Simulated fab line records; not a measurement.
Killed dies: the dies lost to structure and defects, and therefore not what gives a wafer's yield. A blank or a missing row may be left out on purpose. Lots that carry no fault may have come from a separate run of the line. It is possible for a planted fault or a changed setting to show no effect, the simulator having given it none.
Chamber matching || flow sky130 || SKY_VIA1_CMP_24 on cmp-01: 4 sister chambers
The step polishes, stops on SiO2, t overpolish 15 s, target thk 0 nm. 16 wafers are shown with their chamber, then 8 later ones without.

## WAFERS WITH THEIR CHAMBER
{"wafer": "L787.1", "chamber": 3, "motor current A (A)": 13.0, "time to endpoint s (s)": 70, "overpolish run s (s)": 14.988}
{"wafer": "L787.5", "chamber": 1, "motor current A (A)": 11.9, "time to endpoint s (s)": 73, "overpolish run s (s)": 14.992}
{"wafer": "L787.6", "chamber": 0, "motor current A (A)": 11.1, "time to endpoint s (s)": 68, "overpolish run s (s)": 14.988}
{"wafer": "L788.1", "chamber": 0, "motor current A (A)": 11.5, "time to endpoint s (s)": 69, "overpolish run s (s)": 15.003}
{"wafer": "L788.2", "chamber": 1, "motor current A (A)": 11.3, "time to endpoint s (s)": 67, "overpolish run s (s)": 14.997}
{"wafer": "L788.5", "chamber": 3, "motor current A (A)": 13.0, "time to endpoint s (s)": 66, "overpolish run s (s)": 15.002}
{"wafer": "L794.1", "chamber": 2, "motor current A (A)": 11.4, "time to endpoint s (s)": 59, "overpolish run s (s)": 14.998}
{"wafer": "L794.2", "chamber": 1, "motor current A (A)": 12.1, "time to endpoint s (s)": 69, "overpolish run s (s)": 15.002}
{"wafer": "L794.4", "chamber": 3, "motor current A (A)": 13.5, "time to endpoint s (s)": 66, "overpolish run s (s)": 14.995}
{"wafer": "L799.2", "chamber": 2, "motor current A (A)": 11.3, "time to endpoint s (s)": 64, "overpolish run s (s)": 14.998}
{"wafer": "L799.5", "chamber": 1, "motor current A (A)": 12.4, "time to endpoint s (s)": 69, "overpolish run s (s)": 15.000}
{"wafer": "L799.6", "chamber": 2, "motor current A (A)": 10.8, "time to endpoint s (s)": 62, "overpolish run s (s)": 14.995}
{"wafer": "L800.1", "chamber": 0, "motor current A (A)": 11.8, "time to endpoint s (s)": 67, "overpolish run s (s)": 14.998}
{"wafer": "L800.3", "chamber": 2, "motor current A (A)": 11.2, "time to endpoint s (s)": 61, "overpolish run s (s)": 14.999}
{"wafer": "L800.5", "chamber": 2, "motor current A (A)": 10.7, "time to endpoint s (s)": 62, "overpolish run s (s)": 15.009}
{"wafer": "L801.1", "chamber": 0, "motor current A (A)": 11.6, "time to endpoint s (s)": 66, "overpolish run s (s)": 14.994}

SIGNATURES, as means of the wafers listed above
{"reading": "motor current A", "chamber 0": 11.500, "chamber 1": 11.925, "chamber 2": 11.080, "chamber 3": 13.167, "scatter within a chamber": 0.349}
{"reading": "time to endpoint s", "chamber 0": 67.50, "chamber 1": 69.50, "chamber 2": 61.60, "chamber 3": 67.33, "scatter within a chamber": 2}
{"reading": "overpolish run s", "chamber 0": 14.99575, "chamber 1": 14.99775, "chamber 2": 14.99980, "chamber 3": 14.99500, "scatter within a chamber": 0.0057}
Rule: distance of a wafer from a chamber = root of the sum over the readings of ((wafer's reading minus chamber's mean) / reading's scatter) squared. If the next closest chamber is less than 2 further off than the closest, the wafer can't be placed; otherwise it belongs to the closest. The scatter: take each reading less its chamber's mean, square it, sum over the shown wafers, divide by the number of wafers less the number of chambers, and take the root.

## WAFERS WITHOUT THEIR CHAMBER
{"wafer": "L801.2", "motor current A (A)": 10.8, "time to endpoint s (s)": 65, "overpolish run s (s)": 14.992}
{"wafer": "L801.4", "motor current A (A)": 13.1, "time to endpoint s (s)": 69, "overpolish run s (s)": 15.005}
{"wafer": "L803.1", "motor current A (A)": 13.0, "time to endpoint s (s)": 64, "overpolish run s (s)": 14.978}
{"wafer": "L803.2", "motor current A (A)": 11.2, "time to endpoint s (s)": 68, "overpolish run s (s)": 14.993}
{"wafer": "L803.6", "motor current A (A)": 13.2, "time to endpoint s (s)": 68, "overpolish run s (s)": 15.003}
{"wafer": "L805.4", "motor current A (A)": 11.5, "time to endpoint s (s)": 70, "overpolish run s (s)": 14.994}
{"wafer": "L805.5", "motor current A (A)": 11.0, "time to endpoint s (s)": 65, "overpolish run s (s)": 14.998}
{"wafer": "L805.6", "motor current A (A)": 11.7, "time to endpoint s (s)": 71, "overpolish run s (s)": 15.004}

## THE CHAMBER EACH PASSED THROUGH
{"wafer": "L801.2", "from the rows above": "can't be placed: 2 or 0 or 1", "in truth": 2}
{"wafer": "L801.4", "from the rows above": "can't be placed: 3 or 1", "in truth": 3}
{"wafer": "L803.1", "from the rows above": "can't be placed: 3 or 1", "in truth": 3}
{"wafer": "L803.2", "from the rows above": "can't be placed: 0 or 1", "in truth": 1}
{"wafer": "L803.6", "from the rows above": 3, "in truth": 3}
{"wafer": "L805.4", "from the rows above": "can't be placed: 0 or 1", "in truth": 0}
{"wafer": "L805.5", "from the rows above": "can't be placed: 2 or 0 or 1", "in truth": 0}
{"wafer": "L805.6", "from the rows above": "can't be placed: 1 or 0", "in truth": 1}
Placed correctly: 1 of 8. Unplaceable from these rows: 7, with the true chamber sitting among the candidates in 7. 0 placed wrongly.
